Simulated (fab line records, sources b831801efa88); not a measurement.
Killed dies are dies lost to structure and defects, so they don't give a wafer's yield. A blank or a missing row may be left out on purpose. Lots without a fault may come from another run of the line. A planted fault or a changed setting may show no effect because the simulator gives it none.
Chamber matching | flow sky130 | SKY_METAL3_ETCH_17 on rie_diel-01: 4 sister chambers
The step etches SiO2 in C4F8/O2/Ar, stops on TiN, time 3.9 s, target depth 15 nm. 7 wafers are shown with their chamber, then 7 later ones without.

WAFERS WITH THEIR CHAMBER
wafer  | chamber | oes_product_au (a.u.)
L074.2 | 2       | 0.749
L076.1 | 2       | 0.739
L080.3 | 0       | 0.747
L080.4 | 1       | 0.756
L080.5 | 0       | 0.753
L084.2 | 1       | 0.757
L084.5 | 3       | 0.752

WAFERS WITHOUT THEIR CHAMBER
wafer  | oes_product_au (a.u.)
L084.6 | 0.758
L083.1 | 0.748
L083.2 | 0.750
L083.4 | 0.754
L091.2 | 0.754
L091.3 | 0.747
L091.5 | 0.754

WHICH CHAMBER EACH WENT THROUGH
wafer  | from the rows above               | in truth
L084.6 | can't be placed: 1 or 3 or 0      | 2
L083.1 | can't be placed: 0 or 2 or 3 or 1 | 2
L083.2 | can't be placed: 0 or 3 or 2 or 1 | 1
L083.4 | can't be placed: 3 or 1 or 0 or 2 | 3
L091.2 | can't be placed: 3 or 1 or 0 or 2 | 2
L091.3 | can't be placed: 0 or 2 or 3 or 1 | 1
L091.5 | can't be placed: 3 or 1 or 0 or 2 | 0
Placed correctly: 0 of 7. Can't be placed from these rows: 7 (the true chamber is among the candidates in 6). Placed wrongly: 0.
How it was worked out, from the rows above alone: a wafer's distance from a chamber is the root of the sum, over the readings, of the square of ((its reading less the chamber's mean) divided by the reading's scatter). The wafer belongs to the nearest chamber; if the next one is less than 2 further off, it can't be placed. A chamber's mean is the mean of its shown wafers. The scatter: the root of (the sum of the squares of (reading less its chamber's mean) over the shown wafers, divided by (wafers less chambers)).
